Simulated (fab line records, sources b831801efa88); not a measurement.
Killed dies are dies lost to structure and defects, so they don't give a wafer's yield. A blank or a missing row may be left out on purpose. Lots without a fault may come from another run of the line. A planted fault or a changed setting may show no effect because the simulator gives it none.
Which tool did it? | flow sky130 | 11 lots, 33 wafers sampled, at 5 steps of a route of 708

WHAT THE GAUGES READ, wafer by wafer
The record holds no reading of a measuring or inspecting step that can be judged against a usual standard deviation.

WHICH TOOL RAN EACH LOT (tool, then ch and the chambers of the sampled wafers, then the start)
lot  | SKY_VIA3_SPUTTER_20          | SKY_CAP2M_STRIP_14                   | SKY_METAL4_METAL_ETCH_18          | SKY_METAL5_SPUTTER_01        | SKY_PAD_OPEN_PROBE_99
L489 | pvd_sputter-02, day 40 07:21 | plasma_asher-02 ch 0,1, day 41 08:17 | rie_metal-04 ch 0,1, day 42 09:11 | pvd_sputter-03, day 43 11:25 | -
L490 | pvd_sputter-04, day 40 16:48 | plasma_asher-01 ch 0,1, day 41 18:34 | rie_metal-04 ch 0,1, day 42 18:48 | pvd_sputter-04, day 43 20:02 | -
L492 | pvd_sputter-04, day 41 14:47 | plasma_asher-01 ch 0,1, day 42 16:17 | rie_metal-04 ch 0,1, day 43 15:57 | pvd_sputter-03, day 44 17:40 | prober-02, day 47 11:53
L503 | pvd_sputter-02, day 44 08:35 | plasma_asher-01 ch 0,1, day 45 07:48 | rie_metal-01 ch 0,1, day 46 05:32 | pvd_sputter-04, day 47 05:06 | -
L502 | pvd_sputter-03, day 44 09:49 | plasma_asher-01 ch 0,1, day 45 09:20 | rie_metal-03 ch 0, day 46 08:01   | pvd_sputter-02, day 47 06:52 | -
L505 | pvd_sputter-02, day 45 05:18 | plasma_asher-03 ch 0,1, day 46 03:56 | rie_metal-04 ch 1, day 47 01:22   | pvd_sputter-04, day 48 00:10 | -
L506 | pvd_sputter-02, day 45 11:14 | plasma_asher-03 ch 0,1, day 46 09:40 | rie_metal-04 ch 0,1, day 47 06:31 | pvd_sputter-03, day 48 04:58 | -
L507 | pvd_sputter-02, day 45 13:46 | plasma_asher-02 ch 0,1, day 46 11:15 | rie_metal-04 ch 0,1, day 47 08:25 | pvd_sputter-03, day 48 07:34 | prober-01, day 50 13:50
L508 | pvd_sputter-03, day 45 18:25 | plasma_asher-03 ch 0,1, day 46 16:01 | rie_metal-03 ch 0,1, day 47 12:52 | pvd_sputter-04, day 48 10:28 | -
L509 | pvd_sputter-04, day 46 01:00 | plasma_asher-03 ch 0,1, day 46 22:27 | rie_metal-03 ch 0,1, day 47 18:52 | pvd_sputter-04, day 48 17:07 | -
L511 | pvd_sputter-03, day 46 11:20 | plasma_asher-02 ch 0,1, day 47 08:38 | rie_metal-03 ch 0, day 48 05:07   | pvd_sputter-02, day 49 02:53 | -
- SKY_VIA3_SPUTTER_20: material TiN, target thk 20 nm, time 80 s.
- SKY_CAP2M_STRIP_14: strips in O2/N2.
- SKY_METAL4_METAL_ETCH_18: etches the open film in Cl2/BCl3, stops on SiO2, target depth 845 nm, time 183.1 s.
- SKY_METAL5_SPUTTER_01: material TiN, target thk 20 nm, time 16.7 s.
- SKY_PAD_OPEN_PROBE_99

WHAT THE TOOLS THEMSELVES READ (means of the sampled wafers that have a number; where no wafer has one, the mark that the record gives instead)
SKY_VIA3_SPUTTER_20. Usual: throttle_valve_pct 30.3 %, standard deviation 1.4.
lot  | tool           | throttle_valve_pct (%) | flag
L489 | pvd_sputter-02 | 30.7                   |
L490 | pvd_sputter-04 | 30.1                   |
L492 | pvd_sputter-04 | 29.6                   |
L503 | pvd_sputter-02 | 30.2                   |
L502 | pvd_sputter-03 | 29.9                   |
L505 | pvd_sputter-02 | 29.8                   |
L506 | pvd_sputter-02 | 31.1                   |
L507 | pvd_sputter-02 | 31.2                   |
L508 | pvd_sputter-03 | 30.3                   |
L509 | pvd_sputter-04 | 29.9                   |
L511 | pvd_sputter-03 | 30.6                   |

SKY_CAP2M_STRIP_14. Usual: drypump_motor_current_A 5.6 A, standard deviation 0.38; oes_product_au 0.711 a.u., standard deviation 0.0048; strip_time_to_endpoint_s 12.64 s, standard deviation 0.044.
lot  | tool            | drypump_motor_current_A (A) | oes_product_au (a.u.) | strip_time_to_endpoint_s (s) | flag
L489 | plasma_asher-02 | 5.4                         | 0.711                 | 12.57                        |
L490 | plasma_asher-01 | 5.7                         | 0.709                 | 12.64                        |
L492 | plasma_asher-01 | 5.4                         | 0.709                 | 12.68                        |
L503 | plasma_asher-01 | 5.7                         | 0.706                 | 12.64                        |
L502 | plasma_asher-01 | 5.7                         | 0.711                 | 12.65                        |
L505 | plasma_asher-03 | 5.6                         | 0.713                 | 12.63                        |
L506 | plasma_asher-03 | 5.7                         | 0.708                 | 12.64                        |
L507 | plasma_asher-02 | 5.4                         | 0.707                 | 12.56                        |
L508 | plasma_asher-03 | 5.7                         | 0.714                 | 12.66                        |
L509 | plasma_asher-03 | 5.7                         | 0.717                 | 12.66                        |
L511 | plasma_asher-02 | 5.4                         | 0.714                 | 12.60                        |

SKY_METAL4_METAL_ETCH_18. Usual: drypump_motor_current_A 5.9 A, standard deviation 0.42; he_backside_leak_sccm 3.3 sccm, standard deviation 0.43; oes_product_au 0.866 a.u., standard deviation 0.0061; throttle_valve_pct 22.264 %, standard deviation 0.0092.
lot  | tool         | drypump_motor_current_A (A) | he_backside_leak_sccm (sccm) | oes_product_au (a.u.) | throttle_valve_pct (%) | flag
L489 | rie_metal-04 | 5.4                         | 3.2                          | 0.869                 | 22.256                 |
L490 | rie_metal-04 | 5.7                         | 3.3                          | 0.866                 | 22.264                 |
L492 | rie_metal-04 | 5.4                         | 3.2                          | 0.871                 | 22.264                 |
L503 | rie_metal-01 | 6.2                         | 3.4                          | 0.866                 | 22.261                 |
L502 | rie_metal-03 | 6.0                         | 3.0                          | 0.860                 | 22.264                 |
L505 | rie_metal-04 | 6.1                         | 3.3                          | 0.867                 | 22.261                 |
L506 | rie_metal-04 | 5.7                         | 3.4                          | 0.858                 | 22.265                 |
L507 | rie_metal-04 | 5.7                         | 3.3                          | 0.861                 | 22.263                 |
L508 | rie_metal-03 | 6.1                         | 3.1                          | 0.860                 | 22.264                 |
L509 | rie_metal-03 | 6.0                         | 3.2                          | 0.863                 | 22.268                 |
L511 | rie_metal-03 | 5.9                         | 3.0                          | 0.869                 | 22.273                 |

SKY_METAL5_SPUTTER_01. Usual: throttle_valve_pct 30.5 %, standard deviation 1.3.
lot  | tool           | throttle_valve_pct (%) | flag
L489 | pvd_sputter-03 | 29.9                   |
L490 | pvd_sputter-04 | 30.1                   |
L492 | pvd_sputter-03 | 29.8                   |
L503 | pvd_sputter-04 | 30.3                   |
L502 | pvd_sputter-02 | 31.9                   |
L505 | pvd_sputter-04 | 30.1                   |
L506 | pvd_sputter-03 | 30.6                   |
L507 | pvd_sputter-03 | 29.9                   |
L508 | pvd_sputter-04 | 29.9                   |
L509 | pvd_sputter-04 | 29.7                   |
L511 | pvd_sputter-02 | 30.8                   |

SKY_PAD_OPEN_PROBE_99. Usual: defect_limited_yield 82.7 %, standard deviation 1.9; killed_at_M0_to_M3 43, standard deviation 7.1; killed_at_M4_up 3.2, standard deviation 1.9; killed_at_contacts 23, standard deviation 5.1; killed_at_front_end 15, standard deviation 4.5; killed_at_other 0.4, standard deviation 0.65; killed_dies 85, standard deviation 9.4; killed_open 47, standard deviation 6.8; killed_short 38, standard deviation 6.1; sort_bin_3_pad_short 0.8 %, standard deviation 0.38; sort_bin_5_function 10.3 %, standard deviation 1.5; sort_bin_6_memory 6.2 %, standard deviation 1.1; sort_n_pass 407, standard deviation 9.4; sort_yield_pct 82.7 %, standard deviation 1.9.
lot  | tool      | defect_limited_yield (%) | killed_at_M0_to_M3 | killed_at_M4_up | killed_at_contacts | killed_at_front_end | killed_at_other | killed_dies | killed_open | killed_short | sort_bin_3_pad_short (%) | sort_bin_5_function (%) | sort_bin_6_memory (%) | sort_n_pass | sort_yield_pct (%) | flag
L492 | prober-02 | 80.1                     | 42                 | 17.0            | 24                 | 14                  | 1.0             | 98          | 42          | 41           | 2.2                      | 11.7                    | 6.0                   | 394         | 80.1               | OFF
L507 | prober-01 | 85.0                     | 41                 | 6.0             | 12                 | 15                  | 0.0             | 74          | 39          | 34           | 0.4                      | 8.5                     | 6.1                   | 418         | 85.0               |

THE ANSWER, worked out from the rows above alone
Rule: a lot is off if the mean of its wafers that have a number lies more than 3 standard deviations from the usual mean. A lot without any number at a reading at which 4 lots or more have one is off too. The other lots that the step has rows for count as sound. The gauges are gone through in route order, then the tools' own readings, and for those a lot's mean is taken as printed above. The first step at which some lot is off is used, and at that step the reading that is off furthest; a lot without a number counts as furthest.
Off: L492, at SKY_PAD_OPEN_PROBE_99 (killed_at_M4_up). Neither off nor sound, because the step has no rows for them: L489, L490, L503, L502, L505, L506, L508, L509, L511.
A tool fits if, at that step or a process step before it, it ran every lot that is off, and no sound lot after the first of them. Can't be told from this: 3 tools fit, pvd_sputter-04 at SKY_VIA3_SPUTTER_20, plasma_asher-01 at SKY_CAP2M_STRIP_14, prober-02 at SKY_PAD_OPEN_PROBE_99.

WHAT THE SIMULATOR HAD PUT IN
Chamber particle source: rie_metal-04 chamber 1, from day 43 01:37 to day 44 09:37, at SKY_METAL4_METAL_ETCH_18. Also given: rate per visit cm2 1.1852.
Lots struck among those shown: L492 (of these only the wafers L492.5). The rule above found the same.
